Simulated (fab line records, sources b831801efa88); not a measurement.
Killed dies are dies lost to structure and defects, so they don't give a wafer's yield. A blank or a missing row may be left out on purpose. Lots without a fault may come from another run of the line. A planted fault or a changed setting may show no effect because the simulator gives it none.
fab line records | flow gf180mcu
record lots=5 wafers=15 last_day=34
route steps=602 shown V4@498 MIM@503 M5@526
lots that met no fault: from a run of the same line without faults
start_h: hours from the record's first day to the start of the lot's first wafer shown | wait_h: hours since the lot's step before | " the same as in the row above | L1.1+2: a row that stands for several wafers | - no value, or no start given | * or withheld: withheld | < > ~ a bound
route shown NAME@n: a module of which the file shows steps, and the number in the route of the first | usual: mean/standard deviation of fault-free wafers | same: alike in all rows | chamber/n: place in a boat | sites: the reading at each site | _std_site: their standard deviation | _edge_site: outer sites' mean less inner sites' | radius_mm: how far each site lies from the wafer's centre | mask NAME#n: copy n | behind: the tool/chamber that last shaped the wafer | hold: why the lot was held/for how many hours/how that ended | device: the transistor (n, p or np) that didn't switch | end of line: the same wafers' tests at the end of the route | a step without rows: its recipe alone | killed: dies lost to structure and defects at the first sort, not the wafer's yield | map: a wafer's dies, x killed, . not, _ none there
set.NAME: the setting as run; set.NAME@STEP: as run at that earlier step | model.NAME: the simulator's own value behind a step, which no gauge read
lots at some steps of the route; a table a step, a row a wafer
services: from which hour (start_h, from the record's first day; less than 0 if before it) a tool's chamber was out of use, for how many hours, and why
## steps
# step GF_V4_SPUTTER_22
# recipe material=TiN target_thk_nm=10 chamber_pressure_pa=5 power_w=4000 time_s=40
# usual throttle_valve_pct=30.0/0.88
# columns lot.wafer tool chamber start_h wait_h throttle_valve_pct
L077.1 pvd_sputter-01 - 587.20 0.0 31.4
L077.4 " - " " 29.7
L077.5 " - " " 29.6
L079.2 pvd_sputter-01 - 604.72 0.0 31.4
L079.3 " - " " 29.5
L079.4 " - " " 30.2
L086.1 pvd_sputter-01 - 659.76 0.0 31.4
L086.3 " - " " 30.2
L086.5 " - " " 29.5
L087.2 pvd_sputter-03 - 663.57 0.0 29.5
L087.4 " - " " 29.9
L087.6 " - " " 29.2
L097.1 pvd_sputter-04 - 720.81 0.0 29.5
L097.2 " - " " 31.2
L097.3 " - " " 29.6
# step GF_V4_CVD_23
# recipe material=W target_thk_nm=350 time_s=104.9 temp_c=400 pressure_torr=40
# usual heater_power_w=826/32
# columns lot.wafer tool chamber start_h wait_h heater_power_w
L077.1 cvd_w-01 0 587.24 0.0 841
L077.4 " 1 " " 806
L077.5 " 0 " " 852
L079.2 cvd_w-01 0 604.76 0.0 836
L079.3 " 1 " " 814
L079.4 " 0 " " 846
L086.1 cvd_w-01 1 659.80 0.0 810
L086.3 " 1 " " 817
L086.5 " 0 " " 837
L087.2 cvd_w-02 0 663.61 0.0 781
L087.4 " 1 " " 867
L087.6 " 0 " " 805
L097.1 cvd_w-02 0 720.85 0.0 799
L097.2 " 1 " " 885
L097.3 " 0 " " 790
# step GF_V4_RS_MEAS_24
# recipe thk_meas_gauge=four-point-probe reads=W_of_V4_CVD_23+TiN_of_V4_SPUTTER_22+Ti_of_V4_SPUTTER_21
# usual V4_W_RS=0.326/0.004
# columns lot.wafer tool chamber start_h wait_h V4_W_RS[ohm/sq]
L077.1 film_metro-01 - 587.36 0.1 0.329
L077.4 " - " " 0.321
L077.5 " - " " 0.330
L079.2 film_metro-04 - 604.89 0.1 0.329
L079.3 " - " " 0.320
L079.4 " - " " 0.326
L086.1 film_metro-01 - 659.91 0.1 0.319
L086.3 " - " " 0.315
L086.5 " - " " 0.326
L087.2 film_metro-04 - 663.74 0.1 0.332
L087.4 " - " " 0.328
L087.6 " - " " 0.326
L097.1 film_metro-04 - 720.96 0.1 0.332
L097.2 " - " " 0.332
L097.3 " - " " 0.329
# step GF_V4_THK_MEAS_25
# recipe thk_meas_gauge=xrf reads=W_of_V4_CVD_23
# usual V4_W_THK=364/5.3
# columns lot.wafer tool chamber start_h wait_h V4_W_THK[nm]
L077.1 film_metro-01 - 587.48 0.1 361
L077.4 " - " " 371
L077.5 " - " " 361
L079.2 film_metro-04 - 605.00 0.1 354
L079.3 " - " " 365
L079.4 " - " " 358
L086.1 film_metro-01 - 660.03 0.1 376
L086.3 " - " " 380
L086.5 " - " " 367
L087.2 film_metro-04 - 663.85 0.1 355
L087.4 " - " " 362
L087.6 " - " " 361
L097.1 film_metro-04 - 721.08 0.1 357
L097.2 " - " " 357
L097.3 " - " " 360
# step GF_V4_CMP_26
# recipe stop_on=SiO2 down_force_psi=3.5 platen_rpm=60 t_overpolish_s=15 target_thk_nm=0 pad_velocity_m_s=0.94248
# usual motor_current_A=10.4/0.94 overpolish_run_s=14.999/0.01 platen_rpm=60.00/0.04 time_to_endpoint_s=87/4.8
# columns lot.wafer tool chamber start_h wait_h motor_current_A overpolish_run_s platen_rpm time_to_endpoint_s
L077.4 cmp-02 0 587.59 0.1 11.2 15.000 59.99 94
L077.1 " 1 " " 9.7 14.992 60.01 91
L077.5 " 0 " " 11.8 15.014 59.99 95
L079.4 cmp-02 3 605.10 0.1 9.5 15.009 60.07 82
L079.2 " 0 " " 11.5 15.005 60.00 91
L079.3 " 1 " " 9.1 14.973 60.07 90
L086.3 cmp-02 0 660.18 0.1 11.5 15.015 60.03 96
L086.1 " 1 " " 9.3 15.009 60.03 89
L086.5 " 3 " " 9.4 14.985 60.02 83
L087.4 cmp-02 2 663.90 0.0 9.9 14.996 59.96 84
L087.2 " 0 " " 11.4 15.001 59.99 87
L087.6 " 3 " " 9.6 15.008 59.99 76
L097.3 cmp-02 0 721.14 0.0 11.8 14.995 59.98 92
L097.2 " 2 " " 10.3 14.995 60.05 88
L097.1 " 3 " " 9.8 15.000 59.98 79
# step GF_MIM_SPUTTER_00
# recipe material=Ti target_thk_nm=37.5 arriving_ion_energy_ev=80 substrate_temp_c=200 chamber_pressure_pa=2 power_w=4000 time_s=150
# usual throttle_valve_pct=29.9/0.92
# columns lot.wafer tool chamber start_h wait_h throttle_valve_pct
L077.1 pvd_sputter-03 - 587.86 0.2 29.9
L077.4 " - " " 30.7
L077.5 " - " " 30.6
L079.2 pvd_sputter-02 - 605.35 0.1 31.3
L079.3 " - " " 29.3
L079.4 " - " " 29.4
L086.1 pvd_sputter-04 - 660.43 0.1 29.4
L086.3 " - " " 29.8
L086.5 " - " " 29.6
L087.2 pvd_sputter-04 - 664.20 0.1 31.4
L087.4 " - " " 28.8
L087.6 " - " " 28.7
L097.1 pvd_sputter-03 - 721.44 0.1 28.8
L097.2 " - " " 29.5
L097.3 " - " " 29.9
# step GF_MIM_SPUTTER_01
# recipe material=TiN target_thk_nm=30 power_w=6500 time_s=25 chamber_pressure_pa=0.4
# usual throttle_valve_pct=29.9/0.96
# columns lot.wafer tool chamber start_h wait_h throttle_valve_pct
L077.1 pvd_sputter-03 - 587.96 0.1 30.2
L077.4 " - " " 30.5
L077.5 " - " " 30.4
L079.2 pvd_sputter-02 - 605.47 0.1 31.5
L079.3 " - " " 29.0
L079.4 " - " " 29.0
L086.1 pvd_sputter-04 - 660.53 0.1 29.7
L086.3 " - " " 29.5
L086.5 " - " " 29.5
L087.2 pvd_sputter-04 - 664.30 0.1 31.4
L087.4 " - " " 28.7
L087.6 " - " " 28.6
L097.1 pvd_sputter-03 - 721.54 0.1 28.8
L097.2 " - " " 29.6
L097.3 " - " " 30.1
# step GF_MIM_SPUTTER_02
# recipe material=AlCu target_thk_nm=450 power_w=10600 time_s=23.9 chamber_pressure_pa=0.4
# usual throttle_valve_pct=29.9/0.94
# columns lot.wafer tool chamber start_h wait_h throttle_valve_pct
L077.1 pvd_sputter-03 - 587.99 0.0 30.1
L077.4 " - " " 30.5
L077.5 " - " " 30.7
L079.2 pvd_sputter-02 - 605.50 0.0 31.6
L079.3 " - " " 29.4
L079.4 " - " " 29.2
L086.1 pvd_sputter-04 - 660.56 0.0 29.5
L086.3 " - " " 30.0
L086.5 " - " " 29.5
L087.2 pvd_sputter-04 - 664.33 0.0 31.6
L087.4 " - " " 29.1
L087.6 " - " " 28.9
L097.1 pvd_sputter-03 - 721.57 0.0 28.7
L097.2 " - " " 29.4
L097.3 " - " " 29.8
# step GF_MIM_SPUTTER_03
# recipe material=Ti target_thk_nm=10 substrate_temp_c=300 chamber_pressure_pa=0.2955 power_w=3000 time_s=6.7
# usual throttle_valve_pct=29.9/0.96
# columns lot.wafer tool chamber start_h wait_h throttle_valve_pct
L077.1 pvd_sputter-03 - 588.02 0.0 30.1
L077.4 " - " " 30.3
L077.5 " - " " 30.7
L079.2 pvd_sputter-02 - 605.53 0.0 31.5
L079.3 " - " " 28.9
L079.4 " - " " 29.0
L086.1 pvd_sputter-04 - 660.59 0.0 29.5
L086.3 " - " " 29.9
L086.5 " - " " 29.5
L087.2 pvd_sputter-04 - 664.36 0.0 31.5
L087.4 " - " " 29.1
L087.6 " - " " 28.7
L097.1 pvd_sputter-03 - 721.60 0.0 28.9
L097.2 " - " " 29.7
L097.3 " - " " 30.3
# step GF_MIM_SPUTTER_04
# recipe material=TiN target_thk_nm=50 power_w=6500 time_s=41.7 chamber_pressure_pa=0.4
# usual throttle_valve_pct=29.9/0.93
# columns lot.wafer tool chamber start_h wait_h throttle_valve_pct
L077.1 pvd_sputter-03 - 588.04 0.0 30.1
L077.4 " - " " 30.7
L077.5 " - " " 30.6
L079.2 pvd_sputter-02 - 605.55 0.0 31.7
L079.3 " - " " 29.0
L079.4 " - " " 29.0
L086.1 pvd_sputter-04 - 660.61 0.0 29.5
L086.3 " - " " 29.8
L086.5 " - " " 29.4
L087.2 pvd_sputter-04 - 664.38 0.0 31.7
L087.4 " - " " 28.8
L087.6 " - " " 29.0
L097.1 pvd_sputter-03 - 721.62 0.0 29.0
L097.2 " - " " 29.7
L097.3 " - " " 30.0
# step GF_MIM_CVD_05
# recipe material=Si3N4 target_thk_nm=42 temp_max_c=400 temp_c=385 time_s=29.086 rf_w=450
# usual heater_power_w=635/74 temp_max_c=400.00/0.22
# columns lot.wafer tool chamber start_h wait_h heater_power_w temp_max_c
L077.1 pecvd-03 1 588.08 0.0 737 400.06
L077.4 " 1 " " 728 399.95
L077.5 " 2 " " 526 399.96
L079.2 pecvd-03 2 605.59 0.0 539 399.94
L079.3 " 0 " " 672 400.27
L079.4 " 0 " " 673 400.07
L086.1 pecvd-03 1 660.65 0.0 707 399.97
L086.3 " 2 " " 543 400.18
L086.5 " 2 " " 538 400.16
L087.2 pecvd-02 0 664.42 0.0 639 400.18
L087.4 " 1 " " 582 400.02
L087.6 " 2 " " 608 400.36
L097.1 pecvd-04 0 721.66 0.0 663 400.09
L097.2 " 2 " " 765 400.10
L097.3 " 1 " " 590 400.34
# step GF_MIM_THK_MEAS_06
# recipe reads=Si3N4_of_MIM_CVD_05
# usual MIM_CVD_05_THK=42.1/0.51
# columns lot.wafer tool chamber start_h wait_h MIM_CVD_05_THK[nm]
L077.1 film_metro-04 - 588.11 0.0 41.6
L077.4 " - " " 41.7
L077.5 " - " " 42.2
L079.2 film_metro-02 - 605.63 0.0 41.7
L079.3 " - " " 42.0
L079.4 " - " " 42.5
L086.1 film_metro-02 - 660.68 0.0 41.9
L086.3 " - " " 41.8
L086.5 " - " " 42.0
L087.2 film_metro-03 - 664.50 0.1 42.3
L087.4 " - " " 42.6
L087.6 " - " " 42.7
L097.1 film_metro-02 - 721.69 0.0 41.2
L097.2 " - " " 41.4
L097.3 " - " " 41.5
# step GF_MIM_SPUTTER_07
# recipe material=TiN target_thk_nm=60 power_w=6500 time_s=50 chamber_pressure_pa=0.4
# usual throttle_valve_pct=29.9/0.91
# columns lot.wafer tool chamber start_h wait_h throttle_valve_pct
L077.1 pvd_sputter-03 - 588.17 0.1 29.9
L077.4 " - " " 29.6
L077.5 " - " " 29.5
L079.2 pvd_sputter-04 - 605.68 0.0 31.7
L079.3 " - " " 29.5
L079.4 " - " " 28.9
L086.1 pvd_sputter-03 - 660.74 0.1 30.6
L086.3 " - " " 30.0
L086.5 " - " " 30.9
L087.2 pvd_sputter-03 - 664.55 0.0 29.4
L087.4 " - " " 28.7
L087.6 " - " " 29.4
L097.1 pvd_sputter-04 - 721.75 0.1 28.9
L097.2 " - " " 29.8
L097.3 " - " " 31.5
# step GF_MIM_SPUTTER_08
# recipe material=AlCu target_thk_nm=200 power_w=10600 time_s=10.6 chamber_pressure_pa=0.4
# usual throttle_valve_pct=29.9/0.92
# columns lot.wafer tool chamber start_h wait_h throttle_valve_pct
L077.1 pvd_sputter-03 - 588.22 0.0 30.2
L077.4 " - " " 29.4
L077.5 " - " " 29.7
L079.2 pvd_sputter-04 - 605.73 0.0 31.8
L079.3 " - " " 29.8
L079.4 " - " " 28.7
L086.1 pvd_sputter-03 - 660.79 0.0 30.6
L086.3 " - " " 30.1
L086.5 " - " " 30.5
L087.2 pvd_sputter-03 - 664.60 0.0 29.6
L087.4 " - " " 28.8
L087.6 " - " " 29.4
L097.1 pvd_sputter-04 - 721.80 0.0 29.2
L097.2 " - " " 29.7
L097.3 " - " " 31.6
# step GF_MIM_SPUTTER_09
# recipe material=TiN target_thk_nm=35 power_w=6500 time_s=29.2 chamber_pressure_pa=0.4
# usual throttle_valve_pct=29.9/0.95
# columns lot.wafer tool chamber start_h wait_h throttle_valve_pct
L077.1 pvd_sputter-03 - 588.24 0.0 30.2
L077.4 " - " " 29.3
L077.5 " - " " 29.4
L079.2 pvd_sputter-04 - 605.75 0.0 31.6
L079.3 " - " " 29.8
L079.4 " - " " 29.0
L086.1 pvd_sputter-03 - 660.81 0.0 30.4
L086.3 " - " " 30.0
L086.5 " - " " 30.6
L087.2 pvd_sputter-03 - 664.62 0.0 29.4
L087.4 " - " " 28.8
L087.6 " - " " 29.6
L097.1 pvd_sputter-04 - 721.82 0.0 28.9
L097.2 " - " " 29.7
L097.3 " - " " 31.6
# step GF_MIM_RS_MEAS_10
# recipe thk_meas_gauge=four-point-probe reads=TiN_of_MIM_SPUTTER_09+AlCu_of_MIM_SPUTTER_08+TiN_of_MIM_SPUTTER_07
# usual MIM_ALCU_RS=0.1602/0.0016
# columns lot.wafer tool chamber start_h wait_h MIM_ALCU_RS[ohm/sq]
L077.1 film_metro-02 - 588.27 0.0 0.1625
L077.4 " - " " 0.1624
L077.5 " - " " 0.1616
L079.2 film_metro-04 - 605.80 0.0 0.1566
L079.3 " - " " 0.1617
L079.4 " - " " 0.1604
L086.1 film_metro-04 - 660.84 0.0 0.1609
L086.3 " - " " 0.1612
L086.5 " - " " 0.1598
L087.2 film_metro-02 - 664.67 0.0 0.1624
L087.4 " - " " 0.1613
L087.6 " - " " 0.1623
L097.1 film_metro-03 - 721.85 0.0 0.1609
L097.2 " - " " 0.1610
L097.3 " - " " 0.1579
# step GF_MIM_THK_MEAS_11
# recipe thk_meas_gauge=xrf reads=AlCu_of_MIM_SPUTTER_08
# usual MIM_ALCU_THK=199.2/2
# columns lot.wafer tool chamber start_h wait_h MIM_ALCU_THK[nm]
L077.1 film_metro-02 - 588.39 0.1 196.7
L077.4 " - " " 195.3
L077.5 " - " " 198.4
L079.2 film_metro-04 - 605.91 0.1 204.4
L079.3 " - " " 197.5
L079.4 " - " " 199.2
L086.1 film_metro-04 - 660.96 0.1 198.9
L086.3 " - " " 200.0
L086.5 " - " " 200.4
L087.2 film_metro-02 - 664.78 0.1 195.9
L087.4 " - " " 196.7
L087.6 " - " " 196.2
L097.1 film_metro-03 - 721.97 0.1 198.9
L097.2 " - " " 197.4
L097.3 " - " " 201.2
# step GF_MIM_DEHYDRATE_12
# recipe temp_c=200 time_s=60
# usual plate_temp_C=200.00/0.15
# columns lot.wafer tool chamber start_h wait_h plate_temp_C
L077.1 litho_track-04 0 597.96 9.6 200.00
L077.4 " 0 " " 200.11
L077.5 " 0 " " 199.86
L079.2 litho_track-01 0 615.00 9.1 199.85
L079.3 " 0 " " 199.95
L079.4 " 0 " " 199.96
L086.1 litho_track-01 0 669.83 8.9 200.20
L086.3 " 0 " " 199.97
L086.5 " 0 " " 200.06
L087.2 litho_track-02 0 674.10 9.3 199.89
L087.4 " 0 " " 200.10
L087.6 " 0 " " 200.01
L097.1 litho_track-01 0 730.03 8.0 200.00
L097.2 " 0 " " 200.04
L097.3 " 0 " " 200.11
# step GF_MIM_HMDS_13
# recipe prime_time_s=60 prime_temp_c=120
# columns lot.wafer tool chamber start_h wait_h
L077.1+4+5 litho_track-04 0 598.11 0.1
L079.2+3+4 litho_track-01 0 615.15 0.1
L086.1+3+5 litho_track-01 0 669.98 0.1
L087.2+4+6 litho_track-02 0 674.25 0.1
L097.1+2+3 litho_track-01 0 730.18 0.1
# step GF_MIM_COAT_14
# recipe resist=NOVOLAK spin_rpm=3000 resist_thk_nm=1000
# columns lot.wafer tool chamber start_h wait_h
L077.1+4+5 litho_track-04 0 598.26 0.1
L079.2+3+4 litho_track-01 0 615.30 0.1
L086.1+3+5 litho_track-01 0 670.13 0.1
L087.2+4+6 litho_track-02 0 674.40 0.1
L097.1+2+3 litho_track-01 0 730.33 0.1
# step GF_MIM_SOFTBAKE_15
# recipe temp_c=90 time_s=60 resist=NOVOLAK
# usual plate_temp_C=90.07/0.13
# columns lot.wafer tool chamber start_h wait_h plate_temp_C
L077.1 litho_track-04 0 598.41 0.1 90.53
L077.4 " 0 " " 90.20
L077.5 " 0 " " 90.16
L079.2 litho_track-01 0 615.45 0.1 90.01
L079.3 " 0 " " 90.11
L079.4 " 0 " " 90.15
L086.1 litho_track-01 0 670.28 0.1 89.95
L086.3 " 0 " " 90.10
L086.5 " 0 " " 90.05
L087.2 litho_track-02 0 674.55 0.1 90.05
L087.4 " 0 " " 90.04
L087.6 " 0 " " 89.92
L097.1 litho_track-01 0 730.48 0.1 90.06
L097.2 " 0 " " 90.04
L097.3 " 0 " " 90.06
# step GF_MIM_EXPOSE_16
# recipe mask_id=FuseTop target_cd_nm=2000 na=0.6 source_shape=conventional sigma_outer=0.6 dose_mj=140
# columns lot.wafer tool chamber start_h wait_h mask
L077.1+4+5 iline_stepper-02 0 - - FuseTop#0
L079.2+3+4 iline_stepper-02 0 - - FuseTop#0
L086.1+3+5 iline_stepper-02 0 - - FuseTop#0
L087.2+4+6 iline_stepper-01 0 - - FuseTop#0
L097.1+2+3 iline_stepper-02 0 - - FuseTop#0
# step GF_MIM_PEB_17
# recipe temp_c=withheld time_s=* resist=NOVOLAK
# columns lot.wafer tool chamber start_h wait_h
L077.1+4+5 litho_track-01 0 - -
L079.2+3+4 litho_track-02 0 - -
L086.1+3+5 litho_track-02 0 - -
L087.2+4+6 litho_track-04 0 - -
L097.1+2+3 litho_track-01 0 - -
# step GF_MIM_DEVELOP_18
# recipe develop_time_s=60 dev_temp_c=23
# columns lot.wafer tool chamber start_h wait_h
L077.1+4+5 litho_track-01 0 609.18 0.1
L079.2+3+4 litho_track-02 0 625.20 0.1
L086.1+3+5 litho_track-02 0 679.57 0.1
L087.2+4+6 litho_track-04 0 683.64 0.1
L097.1+2+3 litho_track-01 0 738.83 0.1
# step GF_MIM_METAL_ETCH_19
# recipe chemistry=Cl2/BCl3 mask_material=NOVOLAK stop_on=Si3N4 target_depth_nm=324.5 pressure_mtorr=8 icp_w=800 bias_w=140 Cl2_flow_sccm=80 bcl3_flow_sccm=40 time_s=54.1
# usual chamber_pressure_mTorr=8.001/0.0069 drypump_motor_current_A=5.8/0.44 oes_product_au=0.942/0.0059 throttle_valve_pct=28.283/0.0097
# columns lot.wafer tool chamber start_h wait_h chamber_pressure_mTorr drypump_motor_current_A oes_product_au rf_hours_counter_h throttle_valve_pct
L077.1 rie_metal-02 1 609.33 0.1 7.997 6.1 0.939 1 28.301
L077.4 " 0 " " 7.992 5.2 0.934 - 28.290
L077.5 " 1 " " 7.993 6.1 0.946 - 28.254
L079.2 rie_metal-02 0 625.32 0.1 7.995 5.2 0.944 11 28.277
L079.3 " 1 " " 7.993 6.0 0.935 - 28.284
L079.4 " 0 " " 7.990 5.2 0.948 - 28.284
L086.1 rie_metal-01 0 679.72 0.1 7.992 6.7 0.940 3 28.273
L086.3 " 0 " " 7.997 6.7 0.938 - 28.296
L086.5 " 0 " " 7.994 6.7 0.930 - 28.280
L087.2 rie_metal-04 1 683.76 0.1 7.993 5.7 0.934 6 28.291
L087.4 " 1 " " 8.010 5.6 0.943 - 28.291
L087.6 " 0 " " 8.010 5.7 0.943 - 28.278
L097.1 rie_metal-04 1 738.98 0.1 7.999 5.6 0.937 8 28.277
L097.2 " 0 " " 8.013 5.7 0.941 6 28.286
L097.3 " 1 " " 7.999 5.6 0.944 - 28.275
# step GF_MIM_STRIP_20
# recipe chemistry=O2/N2 power_w=1400 pressure_mtorr=1500 platen_temp_c=250 o2_flow_sccm=3000 n2_flow_sccm=300 overash_fraction=0.5
# usual chamber_pressure_mTorr=1499.9/1.5 drypump_motor_current_A=5.7/0.47 heater_power_w=325/23 oes_product_au=0.692/0.0045 strip_time_to_endpoint_s=11.23/0.039
# same overash_fraction=0.5
# columns lot.wafer tool chamber start_h wait_h chamber_pressure_mTorr drypump_motor_current_A heater_power_w oes_product_au rf_hours_counter_h strip_time_to_endpoint_s
L077.1 plasma_asher-03 0 609.40 0.0 1498.1 5.7 321 0.682 51 11.21
L077.4 " 1 " " 1502.5 6.1 306 0.694 - 11.20
L077.5 " 1 " " 1499.8 6.0 304 0.695 - 11.17
L079.2 plasma_asher-03 0 625.42 0.1 1498.8 5.7 316 0.683 53 11.16
L079.3 " 1 " " 1501.4 6.0 305 0.686 - 11.18
L079.4 " 0 " " 1499.8 5.7 319 0.697 - 11.18
L086.1 plasma_asher-01 1 679.79 0.0 1501.0 5.0 346 0.692 28 11.23
L086.3 " 1 " " 1497.1 5.0 354 0.691 - 11.23
L086.5 " 1 " " 1500.2 5.0 347 0.687 - 11.22
L087.2 plasma_asher-03 1 683.83 0.0 1500.8 6.0 309 0.687 60 11.23
L087.4 " 0 " " 1499.0 5.7 312 0.699 - 11.21
L087.6 " 0 " " 1498.9 5.7 311 0.690 - 11.25
L097.1 plasma_asher-02 1 739.05 0.0 1499.9 6.6 374 0.699 100 11.30
L097.2 " 0 " " 1497.8 5.5 307 0.696 100 11.27
L097.3 " 1 " " 1500.4 6.6 359 0.693 - 11.24
# step GF_MIM_STRIP_21
# recipe chemistry=post_etch_residue_remover time_s=1200 temp_c=72.5
# usual temp_c=72.53/0.11
# columns lot.wafer tool chamber start_h wait_h temp_c
L077.1 wet_bench-03 0 609.50 0.1 72.39
L077.4 " 0 " " 72.55
L077.5 " 0 " " 72.61
L079.2 wet_bench-01 2 625.52 0.1 72.48
L079.3 " 2 " " 72.52
L079.4 " 2 " " 72.42
L086.1 wet_bench-03 0 679.89 0.1 72.52
L086.3 " 0 " " 72.42
L086.5 " 0 " " 72.37
L087.2 wet_bench-03 2 683.94 0.1 72.58
L087.4 " 2 " " 72.46
L087.6 " 2 " " 72.56
L097.1 wet_bench-03 0 739.15 0.1 72.69
L097.2 " 0 " " 72.59
L097.3 " 0 " " 72.59
# step GF_MIM_CLEAN_22
# recipe chemistry=DIW dry=n2_spin
# columns lot.wafer tool chamber start_h wait_h
L077.1+4+5 wet_bench-01 1 609.87 0.0
L079.2+3+4 wet_bench-01 2 625.86 0.0
L086.1+3+5 wet_bench-04 2 680.24 0.0
L087.2+4+6 wet_bench-03 3 684.32 0.0
L097.1+2+3 wet_bench-01 0 739.49 0.0
# step GF_M5_DEHYDRATE_00
# recipe temp_c=200 time_s=60
# usual plate_temp_C=199.99/0.17
# columns lot.wafer tool chamber start_h wait_h plate_temp_C
L077.1 litho_track-02 0 619.47 9.5 199.97
L077.4 " 0 " " 200.02
L077.5 " 0 " " 200.28
L079.2 litho_track-03 0 635.41 9.5 199.86
L079.3 " 0 " " 199.79
L079.4 " 0 " " 199.86
L086.1 litho_track-04 0 688.51 8.2 200.01
L086.3 " 0 " " 199.61
L086.5 " 0 " " 199.93
L087.2 litho_track-03 0 693.46 9.0 199.83
L087.4 " 0 " " 199.85
L087.6 " 0 " " 200.12
L097.1 litho_track-03 0 747.68 8.1 200.12
L097.2 " 0 " " 199.94
L097.3 " 0 " " 200.01
# step GF_M5_HMDS_01
# recipe prime_time_s=60 prime_temp_c=120
# columns lot.wafer tool chamber start_h wait_h
L077.1+4+5 litho_track-02 0 619.62 0.1
L079.2+3+4 litho_track-03 0 635.56 0.1
L086.1+3+5 litho_track-04 0 688.66 0.1
L087.2+4+6 litho_track-03 0 693.61 0.1
L097.1+2+3 litho_track-03 0 747.83 0.1
# step GF_M5_COAT_02
# recipe resist=KrF spin_rpm=withheld resist_thk_nm=1000
# columns lot.wafer tool chamber start_h wait_h
L077.1+4+5 litho_track-02 0 619.77 0.1
L079.2+3+4 litho_track-03 0 635.71 0.1
L086.1+3+5 litho_track-04 0 688.81 0.1
L087.2+4+6 litho_track-03 0 693.76 0.1
L097.1+2+3 litho_track-03 0 747.98 0.1
# step GF_M5_SOFTBAKE_03
# recipe temp_c=130 time_s=60 resist=KrF
# usual plate_temp_C=130.02/0.17
# columns lot.wafer tool chamber start_h wait_h plate_temp_C
L077.1 litho_track-02 0 619.92 0.1 129.86
L077.4 " 0 " " 130.01
L077.5 " 0 " " 129.99
L079.2 litho_track-03 0 635.86 0.1 130.17
L079.3 " 0 " " 130.25
L079.4 " 0 " " 130.36
L086.1 litho_track-04 0 688.96 0.1 129.80
L086.3 " 0 " " 129.91
L086.5 " 0 " " 129.88
L087.2 litho_track-03 0 693.91 0.1 129.89
L087.4 " 0 " " 130.10
L087.6 " 0 " " 129.88
L097.1 litho_track-03 0 748.13 0.1 130.10
L097.2 " 0 " " 129.85
L097.3 " 0 " " 129.92
# step GF_M5_EXPOSE_04
# recipe mask_id=Metal5 target_cd_nm=280 na=0.68 source_shape=conventional sigma_outer=0.6 dose_mj=28
# columns lot.wafer tool chamber start_h wait_h mask
L077.1+4+5 krf_scanner-01 0 - - Metal5#0
L079.2+3+4 krf_scanner-02 0 - - Metal5#0
L086.1+3+5 krf_scanner-02 0 - - Metal5#0
L087.2+4+6 krf_scanner-01 0 - - Metal5#0
L097.1+2+3 krf_scanner-01 0 - - Metal5#0
# step GF_M5_PEB_05
# recipe peb_temp_c=135 peb_time_s=90 resist=KrF
# usual plate_temp_C=135.00/0.12
# same peb_time_s=90
# columns lot.wafer tool chamber start_h wait_h plate_temp_C
L077.1 litho_track-02 0 - - 135.15
L077.4 " 0 " " 135.24
L077.5 " 0 " " 134.98
L079.2 litho_track-04 0 - - 135.08
L079.3 " 0 " " 135.00
L079.4 " 0 " " 135.04
L086.1 litho_track-03 0 - - 134.96
L086.3 " 0 " " 135.15
L086.5 " 0 " " 135.02
L087.2 litho_track-04 0 - - 135.07
L087.4 " 0 " " 135.00
L087.6 " 0 " " 135.00
L097.1 litho_track-02 0 - - 135.06
L097.2 " 0 " " 134.99
L097.3 " 0 " " 134.92
# step GF_M5_DEVELOP_06
# recipe develop_time_s=60 dev_temp_c=21
# columns lot.wafer tool chamber start_h wait_h
L077.1+4+5 litho_track-02 0 630.57 0.2
L079.2+3+4 litho_track-04 0 645.69 0.2
L086.1+3+5 litho_track-03 0 698.63 0.2
L087.2+4+6 litho_track-04 0 703.09 0.2
L097.1+2+3 litho_track-02 0 756.12 0.2
# step GF_M5_CD_MEAS_07
# recipe target_cd_nm=280
# usual cd_nm=279.8/1.3
# columns lot.wafer tool chamber start_h wait_h cd_nm
L077.1 cd_sem-02 - 630.72 0.1 277.1
L077.4 " - " " 277.0
L077.5 " - " " 277.1
L079.2 cd_sem-02 - 645.83 0.1 279.9
L079.3 " - " " 279.2
L079.4 " - " " 280.0
L086.1 cd_sem-01 - 698.78 0.1 277.6
L086.3 " - " " 277.6
L086.5 " - " " 278.1
L087.2 cd_sem-01 - 703.23 0.1 280.1
L087.4 " - " " 279.9
L087.6 " - " " 279.8
L097.1 cd_sem-01 - 756.30 0.1 280.5
L097.2 " - " " 281.0
L097.3 " - " " 279.4
# step GF_M5_OVL_MEAS_08
# usual M5_OVL=1/5.3
# columns lot.wafer tool chamber start_h wait_h M5_OVL[nm]
L077.1 overlay-01 - 630.84 0.1 8
L077.4 " - " " 12
L077.5 " - " " 9
L079.2 overlay-01 - 645.94 0.1 -3
L079.3 " - " " 0
L079.4 " - " " 3
L086.1 overlay-02 - 698.90 0.1 -3
L086.3 " - " " 3
L086.5 " - " " 2
L087.2 overlay-01 - 703.34 0.1 2
L087.4 " - " " 2
L087.6 " - " " 6
L097.1 overlay-01 - 756.42 0.1 -2
L097.2 " - " " 4
L097.3 " - " " -6
## services
# columns tool chamber start_h hours kind
pecvd-03 - 563.90 4.3 pm
krf_scanner-01 - 574.63 0.8 pm
cmp-02 - 575.65 10.0 pm
pvd_sputter-02 - 582.03 9.0 repair
krf_scanner-01 - 587.19 1.0 pm
iline_stepper-02 - 588.34 4.4 pm
pecvd-03 - 591.12 14.0 pm
krf_scanner-01 - 593.05 16.8 repair
rie_metal-04 - 597.80 0.3 repair
cmp-02 - 607.50 1.4 repair
krf_scanner-02 - 615.37 4.4 pm
krf_scanner-02 - 619.74 4.0 pm
pvd_sputter-03 - 644.69 2.2 repair
krf_scanner-01 - 669.04 1.3 pm
cvd_w-01 - 678.19 2.8 repair
cmp-02 - 679.00 1.1 repair
wet_bench-01 - 681.22 5.6 repair
iline_stepper-02 - 682.64 1.7 pm
krf_scanner-01 - 686.75 1.4 repair
pvd_sputter-03 - 724.17 4.3 repair
krf_scanner-01 - 743.43 0.8 pm
cmp-02 - 744.21 4.0 pm
iline_stepper-02 - 745.62 18.1 repair
wet_bench-01 - 751.36 1.7 repair
## key
fault none
